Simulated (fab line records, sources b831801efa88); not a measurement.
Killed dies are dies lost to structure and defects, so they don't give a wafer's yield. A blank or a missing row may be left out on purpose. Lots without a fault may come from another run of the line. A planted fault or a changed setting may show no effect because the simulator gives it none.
Problem report in the 8D (eight disciplines) form, filled by code | flow sky130 | the parts of the form that need people (team, actions taken, sign-off) are left out

1. THE PROBLEM
GATE_OXIDE_OVL at SKY_GATE_OXIDE_OVL_MEAS_10 reads a mean of -115.0 nm on 6 wafers of 2 lots; wafers without a fault read 0.0 nm with a standard deviation of 1.5. That is -77 standard deviations from the usual mean.
First seen on wafer L796.1, day 20 02:10, on overlay-02. The record holds 36 wafers of 12 lots with a number at this step. Rule for "out", or "out of limits": more than 4 standard deviations from the usual mean. The other wafers with a number count as sound.

2. WHAT IT IS AND WHAT IT IS NOT
question                    | is                     | is not
which readings at this step | GATE_OXIDE_OVL         | -
which lots                  | L796, L798             | L780, L785, L786, L787, L791, L797, L799, L800, L801, L802
which wafers of those lots  | all that have a number | -
read on which gauges        | overlay-01, overlay-02 | -
when                        | from day 20 02:10      | up to then (18 sound wafers); but 12 sound wafers of L799, L800, L801, L802 came after

3. SUSPECTS, AND WHAT RULES EACH OUT
Counting: a tool at a process step up to the reading stays a suspect if it ran every lot that is out and no sound lot after the first of them.
- the gauge at SKY_GATE_OXIDE_OVL_MEAS_10: ruled out. The wafers that are out were read on 2 gauges (overlay-01, overlay-02).
- iline_stepper-01 at SKY_GATE_OXIDE_EXPOSE_07 (exposes mask LVOM, target cd 600 nm): kept. It ran every lot that is out, first L796 (day 19 11:02), and no sound lot after that; its last sound lot up to then is L791 (day 17 11:04).
Left after counting: iline_stepper-01 at SKY_GATE_OXIDE_EXPOSE_07.

4. THE CAUSE (what the simulator had put in)
Scanner matching overlay: iline_stepper-01, from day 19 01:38 on, at SKY_GATE_OXIDE_EXPOSE_07. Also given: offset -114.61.
Counting left only this tool.

5. THE CHAIN OF EFFECTS, in route order
Each row: a reading whose mean over the struck wafers that have a number lies more than 3 standard deviations from the usual. Only readings for which the record gives a usual standard deviation are gone through. hours: the time from each lot's start at the first step in this table that gives one to its start at this step, as a median over the lots. sigmas: the change in usual standard deviations.
hours | step                       | reading        | usual  | on struck wafers | change | sigmas
0     | SKY_GATE_OXIDE_OVL_MEAS_10 | GATE_OXIDE_OVL | 0.0 nm | -115.0           | -115.0 | -77
Later measuring or inspecting steps at which every struck wafer that the step has a row for has a number for every such reading, and none has moved that far: SKY_POLY_GATE_OVL_MEAS_14.

6. WHAT WOULD HAVE CAUGHT IT SOONER
In this record the first reading out of limits at a measuring or inspecting step was taken at day 20 02:10, 25 hours after the fault began at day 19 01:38.
Of the tool readings at SKY_GATE_OXIDE_EXPOSE_07 for which the record gives a usual standard deviation, none was out on any struck wafer, so an alarm limit of 4 standard deviations on them would not have fired.
All the lots that are out (2) had begun SKY_GATE_OXIDE_EXPOSE_07 on iline_stepper-01 by day 20 02:10. A hold on the tool at that time would have spared none of them.
